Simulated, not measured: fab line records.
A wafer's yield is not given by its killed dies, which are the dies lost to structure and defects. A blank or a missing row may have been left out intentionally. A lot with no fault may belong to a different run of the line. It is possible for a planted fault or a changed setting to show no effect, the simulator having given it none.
2 desks looking at one fault + flow gf180mcu + numbers are kept per desk, each desk with only its own; the story behind them comes last

THE TOOL OWNER'S DESK: litho track-01
The tool's own readings at GF_NWELL_DEVELOP_06 (develop time 60 s): means of the sampled wafers that have a number, for each lot that ran on this tool. A lot is out of limits, marked OUT, if its mean lies more than 4 standard deviations from the usual mean; the brackets give that distance.
Columns: A = chill plate temp C at GF_NWELL_DEVELOP_06, usual 23.02 C
| lot  | first seen here | A     |
|------|-----------------|-------|
| L503 | day 3 23:00     | 22.93 |
| L505 | day 4 11:00     | 23.11 |
| L512 | day 6 08:00     | 23.20 |
| L513 | day 6 12:00     | 22.88 |
| L514 | day 6 19:00     | 23.03 |
| L518 | day 7 09:00     | 22.94 |
| L519 | day 7 14:00     | 23.03 |
This desk found nothing out of limits on any of the 7 lots.

AT THE METROLOGY DESK
Means of the sampled wafers that have a number, per lot and without regard to the tool the lot ran on: this is what the gauges read. A lot is out of limits, marked OUT, if its mean lies more than 4 standard deviations from the usual mean; the brackets give that distance.
Columns: A = NWELL_OVL at GF_NWELL_OVL_MEAS_07, usual -0.4 nm; B = NWELL_TW at GF_NWELL_TW_MEAS_11, usual 1570; C = VT_IMPLANT_01_OVL at GF_VT_IMPLANT_OVL_MEAS_18, usual 0.5 nm
| lot  | first seen here | A    | B               | C    |
|------|-----------------|------|-----------------|------|
| L500 | day 3 07:39     | 0.1  | 1584            | 0.9  |
| L501 | day 3 13:30     | 4.5  | 1547            | 1.2  |
| L503 | day 3 23:15     | -1.1 | 1570            | -0.1 |
| L504 | day 4 04:04     | -1.8 | 1589            | 1.2  |
| L505 | day 4 11:53     | 0.2  | 1570            | 0.2  |
| L511 | day 6 00:01     | -4.0 | 1589            | 1.3  |
| L512 | day 6 08:41     | 1.4  | 1559            | -0.2 |
| L513 | day 6 12:14     | -2.0 | 1593            | 2.0  |
| L514 | day 6 19:41     | 1.9  | 1554            | -0.1 |
| L518 | day 7 10:04     | -    | 1492 (-4.9) OUT | 1.8  |
| L519 | day 7 15:03     | -    | 1468 (-6.4) OUT | 0.9  |
| L520 | day 7 21:00     | -2.5 | 1576            | -0.1 |
| L521 | day 8 06:18     | -0.0 | 1574            | 0.1  |
| L522 | day 8 07:18     | -2.1 | 1568            | 0.9  |
This desk finds L518, L519 out of limits, with the earliest case on L518 at day 7 10:04 (NWELL_TW at GF_NWELL_TW_MEAS_11). L500, L501, L503, L504, L505, L511, L512, L513, L514, L520, L521, L522: within limits.

BROUGHT TOGETHER
An alarm was possible from the metrology desk at day 7 10:04, on L518, L519.
Nothing out of limits was seen by the tool owner's desk.
The tool owner's desk has L518, L519 on record, within its limits.
Every lot named ran GF_NWELL_DEVELOP_06 on litho track-01.

WHAT THE SIMULATOR HAD INSERTED
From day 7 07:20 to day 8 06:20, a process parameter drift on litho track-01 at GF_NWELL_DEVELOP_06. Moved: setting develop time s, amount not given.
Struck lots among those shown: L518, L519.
Per desk, hours elapsed from the start of the fault to the first reading out of limits: for the metrology desk, 3.
